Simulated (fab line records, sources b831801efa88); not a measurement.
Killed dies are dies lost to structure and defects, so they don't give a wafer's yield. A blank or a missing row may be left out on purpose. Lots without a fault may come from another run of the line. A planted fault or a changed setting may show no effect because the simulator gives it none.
fab line records | flow gf180mcu
record lots=15 wafers=45 last_day=34
route steps=602 shown V5@543 TOP_METAL@583 PASSIVATION@597
lots that met no fault: from a run of the same line without faults
start_h: hours from the record's first day to the start of the lot's first wafer shown | wait_h: hours since the lot's step before | " the same as in the row above | L1.1+2: a row that stands for several wafers | - no value, or no start given | * or withheld: withheld | < > ~ a bound
route shown NAME@n: a module of which the file shows steps, and the number in the route of the first | usual: mean/standard deviation of fault-free wafers | same: alike in all rows | chamber/n: place in a boat | sites: the reading at each site | _std_site: their standard deviation | _edge_site: outer sites' mean less inner sites' | radius_mm: how far each site lies from the wafer's centre | mask NAME#n: copy n | behind: the tool/chamber that last shaped the wafer | hold: why the lot was held/for how many hours/how that ended | device: the transistor (n, p or np) that didn't switch | end of line: the same wafers' tests at the end of the route | a step without rows: its recipe alone | killed: dies lost to structure and defects at the first sort, not the wafer's yield | map: a wafer's dies, x killed, . not, _ none there
set.NAME: the setting as run; set.NAME@STEP: as run at that earlier step | model.NAME: the simulator's own value behind a step, which no gauge read
steps of the route over a sample of lots; a table a step, a row a wafer
services: from which hour (start_h, from the record's first day; less than 0 if before it) a tool's chamber was out of use, for how many hours, and why
## steps
# step GF_V5_THK_MEAS_03
# recipe reads=SiO2_of_V5_CVD_02
# usual V5_CVD_02_THK=1452/22
# columns lot.wafer tool chamber start_h wait_h V5_CVD_02_THK[nm]
L296.2 film_metro-04 - 608.53 0.1 1458
L296.5 " - " " 1496
L296.6 " - " " 1487
L297.3 film_metro-01 - 627.82 0.1 1452
L297.4 " - " " 1463
L297.6 " - " " 1485
L298.1 film_metro-04 - 629.40 0.1 1439
L298.3 " - " " 1443
L298.6 " - " " 1482
L299.1 film_metro-04 - 631.75 0.1 1463
L299.2 " - " " 1467
L299.3 " - " " 1483
L300.1 film_metro-04 - 647.30 0.1 1462
L300.2 " - " " 1468
L300.3 " - " " 1468
L304.1 film_metro-04 - 671.89 0.1 1450
L304.3 " - " " 1418
L304.4 " - " " 1476
L307.3 film_metro-01 - 687.89 0.1 1430
L307.4 " - " " 1452
L307.6 " - " " 1486
L310.3 film_metro-04 - 711.62 0.1 1435
L310.5 " - " " 1439
L310.6 " - " " 1461
L311.1 film_metro-01 - 714.45 0.1 1444
L311.2 " - " " 1434
L311.4 " - " " 1476
L312.1 film_metro-04 - 724.88 0.1 1433
L312.3 " - " " 1417
L312.4 " - " " 1427
L314.3 film_metro-04 - 733.46 0.1 1436
L314.5 " - " " 1445
L314.6 " - " " 1456
L315.1 film_metro-04 - 738.19 0.1 1435
L315.5 " - " " 1469
L315.6 " - " " 1456
L316.1 film_metro-03 - 748.30 0.1 1424
L316.3 " - " " 1426
L316.4 " - " " 1415
L317.1 film_metro-01 - 753.66 0.1 1453
L317.3 " - " " 1459
L317.5 " - " " 1489
L318.1 film_metro-04 - 755.71 0.1 1410
L318.2 " - " " 1436
L318.4 " - " " 1466
# step GF_V5_OVL_MEAS_15
# usual V5_OVL=-6/5.2
# columns lot.wafer tool chamber start_h wait_h V5_OVL[nm]
L296.2 overlay-02 - 630.09 0.1 -5
L296.5 " - " " -2
L296.6 " - " " -5
L297.3 overlay-01 - 648.23 0.1 -4
L297.4 " - " " -8
L297.6 " - " " -10
L298.1 overlay-02 - 650.37 0.1 -4
L298.3 " - " " -3
L298.6 " - " " -9
L299.1 overlay-02 - 652.73 0.1 -6
L299.2 " - " " -2
L299.3 " - " " -11
L300.1 overlay-01 - 667.02 0.1 -3
L300.2 " - " " -3
L300.3 " - " " -4
L304.1 overlay-01 - 691.73 0.1 -3
L304.3 " - " " -8
L304.4 " - " " 1
L307.3 overlay-01 - 708.25 0.1 -11
L307.4 " - " " -14
L307.6 " - " " -17
L310.3 overlay-01 - 730.35 0.1 -12
L310.5 " - " " -6
L310.6 " - " " -6
L311.1 overlay-02 - 732.29 0.1 -9
L311.2 " - " " -14
L311.4 " - " " -13
L312.1 overlay-01 - 743.49 0.1 -14
L312.3 " - " " -11
L312.4 " - " " 0
L314.3 overlay-02 - 751.18 0.1 -8
L314.5 " - " " -6
L314.6 " - " " -16
L315.1 overlay-01 - 755.13 0.1 -16
L315.5 " - " " -15
L315.6 " - " " -5
L316.1 overlay-01 - 765.42 0.1 -12
L316.3 " - " " -9
L316.4 " - " " -6
L317.1 overlay-02 - 769.99 0.1 -4
L317.3 " - " " -10
L317.5 " - " " -6
L318.1 overlay-01 - 773.22 0.1 4
L318.2 " - " " -3
L318.4 " - " " -9
# step GF_TOP_METAL_METAL_ETCH_16
# recipe chemistry=Cl2/BCl3 mask_material=NOVOLAK target_depth_nm=1077.5 stop_on=SiO2 pressure_mtorr=8 icp_w=800 bias_w=140 Cl2_flow_sccm=80 bcl3_flow_sccm=40 time_s=179.6
# usual drypump_motor_current_A=5.6/0.42 oes_product_au=0.964/0.0064 throttle_valve_pct=28.259/0.01
# columns lot.wafer tool chamber start_h wait_h drypump_motor_current_A oes_product_au rf_hours_counter_h throttle_valve_pct
L296.2 rie_metal-04 1 651.90 0.0 5.5 0.960 13 28.253
L296.5 " 0 " " 5.0 0.964 - 28.253
L296.6 " 1 " " 5.5 0.959 - 28.249
L297.3 rie_metal-04 1 669.22 0.1 5.5 0.955 - 28.271
L297.4 " 0 " " 5.1 0.948 - 28.266
L297.6 " 0 " " 5.1 0.952 - 28.268
L298.1 rie_metal-02 1 670.37 0.0 5.7 0.977 14 28.249
L298.3 " 1 " " 5.7 0.964 - 28.268
L298.6 " 0 " " 6.5 0.972 - 28.244
L299.1 rie_metal-04 1 673.42 0.0 5.5 0.968 14 28.240
L299.2 " 0 " " 5.1 0.969 5 28.260
L299.3 " 1 " " 5.5 0.962 - 28.240
L300.1 rie_metal-01 1 687.60 0.0 5.3 0.968 8 28.261
L300.2 " 0 " " 5.5 0.970 2 28.245
L300.3 " 1 " " 5.3 0.972 - 28.248
L304.1 rie_metal-02 0 711.66 0.0 6.5 0.962 4 28.252
L304.3 " 0 " " 6.5 0.968 - 28.269
L304.4 " 1 " " 5.7 0.963 - 28.263
L307.3 rie_metal-02 1 727.74 0.1 5.7 0.966 - 28.262
L307.4 " 1 " " 5.7 0.968 - 28.251
L307.6 " 1 " " 5.7 0.961 - 28.280
L310.3 rie_metal-01 0 749.13 0.1 5.5 0.970 - 28.275
L310.5 " 0 " " 5.5 0.957 - 28.256
L310.6 " 1 " " 5.3 0.963 - 28.264
L311.1 rie_metal-02 1 751.50 0.0 5.7 0.964 19 28.268
L311.2 " 1 " " 5.7 0.955 - 28.254
L311.4 " 1 " " 5.7 0.963 - 28.241
L312.1 rie_metal-01 0 761.45 0.0 5.5 0.958 5 28.256
L312.3 " 1 " " 5.3 0.965 - 28.256
L312.4 " 0 " " 5.5 0.966 - 28.255
L314.3 rie_metal-02 1 769.04 0.1 5.7 0.967 - 28.263
L314.5 " 1 " " 5.7 0.957 - 28.260
L314.6 " 1 " " 5.7 0.964 - 28.247
L315.1 rie_metal-01 1 773.52 0.0 5.3 0.962 11 28.270
L315.5 " 0 " " 5.5 0.957 - 28.271
L315.6 " 1 " " 5.3 0.962 - 28.261
L316.1 rie_metal-04 1 782.76 0.0 5.5 0.968 3 28.260
L316.3 " 0 " " 5.1 0.973 - 28.251
L316.4 " 1 " " 5.5 0.972 - 28.242
L317.1 rie_metal-02 1 786.62 0.0 5.7 0.969 22 28.253
L317.3 " 1 " " 5.7 0.979 - 28.244
L317.5 " 0 " " 6.5 0.979 - 28.253
L318.1 rie_metal-01 0 789.97 0.0 5.5 0.956 7 28.271
L318.2 " 1 " " 5.3 0.967 12 28.260
L318.4 " 0 " " 5.5 0.972 - 28.250
# step GF_PASSIVATION_DEVELOP_10
# recipe develop_time_s=60 dev_temp_c=23
# usual chill_plate_temp_C=23.00/0.094 develop_time_s=60/0
# columns lot.wafer tool chamber start_h wait_h chill_plate_temp_C develop_time_s
L296.2 litho_track-03 0 672 - 23.05 60
L296.5 " 0 " " 23.17 60
L296.6 " 0 " " 23.09 60
L297.3 litho_track-03 0 689 - 22.99 60
L297.4 " 0 " " 23.01 60
L297.6 " 0 " " 22.98 60
L298.1 litho_track-04 0 690 - 23.01 60
L298.3 " 0 " " 23.00 60
L298.6 " 0 " " 22.92 60
L299.1 litho_track-01 0 693 - 22.99 60
L299.2 " 0 " " 22.97 60
L299.3 " 0 " " 22.75 60
L300.1 litho_track-01 0 707 - 22.91 60
L300.2 " 0 " " 22.96 60
L300.3 " 0 " " 22.98 60
L304.1 litho_track-01 0 730 - 22.93 60
L304.3 " 0 " " 23.01 60
L304.4 " 0 " " 23.12 60
L307.3 litho_track-04 0 745 - 22.96 60
L307.4 " 0 " " 23.05 60
L307.6 " 0 746 - 22.97 60
L310.3 litho_track-01 - 766 - - -
L310.5 " - " " - -
L310.6 " - " " - -
L311.1 litho_track-01 - 768 - - -
L311.2 " - " " - -
L311.4 " - " " - -
L312.1 litho_track-03 - 778 - - -
L312.3 " - " " - -
L312.4 " - " " - -
L314.3 litho_track-01 0 785 - 23.06 60
L314.5 " 0 " " 23.14 60
L314.6 " 0 " " 23.13 60
L315.1 litho_track-03 0 789 - 23.14 60
L315.5 " 0 " " 23.10 60
L315.6 " 0 " " 22.96 60
L316.1 litho_track-04 0 799 - 22.95 60
L316.3 " 0 " " 22.99 60
L316.4 " 0 " " 23.22 60
L317.1 litho_track-03 0 802 - 23.03 60
L317.3 " 0 " " 23.05 60
L317.5 " 0 " " 23.16 60
L318.1 litho_track-04 0 805 - 23.03 60
L318.2 " 0 " " 23.00 60
L318.4 " 0 " " 23.10 60
## services
# columns tool chamber start_h hours kind
rie_metal-04 - 631.90 15.6 pm
rie_metal-01 1 682.49 1.3 repair
rie_metal-04 - 689.90 1.4 pm
rie_metal-04 1 692.18 5.9 repair
rie_metal-04 1 698.07 - clean
rie_metal-04 1 698.07 30.2 scheduled_down
rie_metal-04 1 698.07 30.2 vent_cycle
rie_metal-02 0 725.70 57.9 repair
rie_metal-01 - 760.33 0.9 repair
rie_metal-02 1 794.51 1.6 repair
rie_metal-02 1 796.09 - clean
rie_metal-02 1 796.09 14.8 scheduled_down
rie_metal-02 1 796.09 14.8 vent_cycle
## key
first_sign step=GF_PASSIVATION_DEVELOP_10 reading=tool_record direction=missing
effect none on later readings
met_at GF_PASSIVATION_DEVELOP_10
struck_lots L310,L311,L312
later_rows_left_out L310.3,L310.5,L310.6,L311.1,L311.2,L311.4,L312.1,L312.3,L312.4
sort_left_out L310.3,L310.5,L310.6,L311.1,L311.2,L311.4,L312.1,L312.3,L312.4
not_acting_at GF_V5_THK_MEAS_03,GF_V5_OVL_MEAS_15,GF_TOP_METAL_METAL_ETCH_16
onset_between 730 766
fault kind=skipped_step_whole tool=litho_track-01,litho_track-03 chamber=- onset_h=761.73 steps=GF_PASSIVATION_DEVELOP_10 scope=struck_lots_only
# sort_left_out: the simulated sort isn't trusted on such a fault, so these wafers' sort isn't shown, and their yield isn't known
# later_rows_left_out: the simulator's readings of these wafers behind a module that went badly wrong aren't trusted and aren't shown, but for the sort
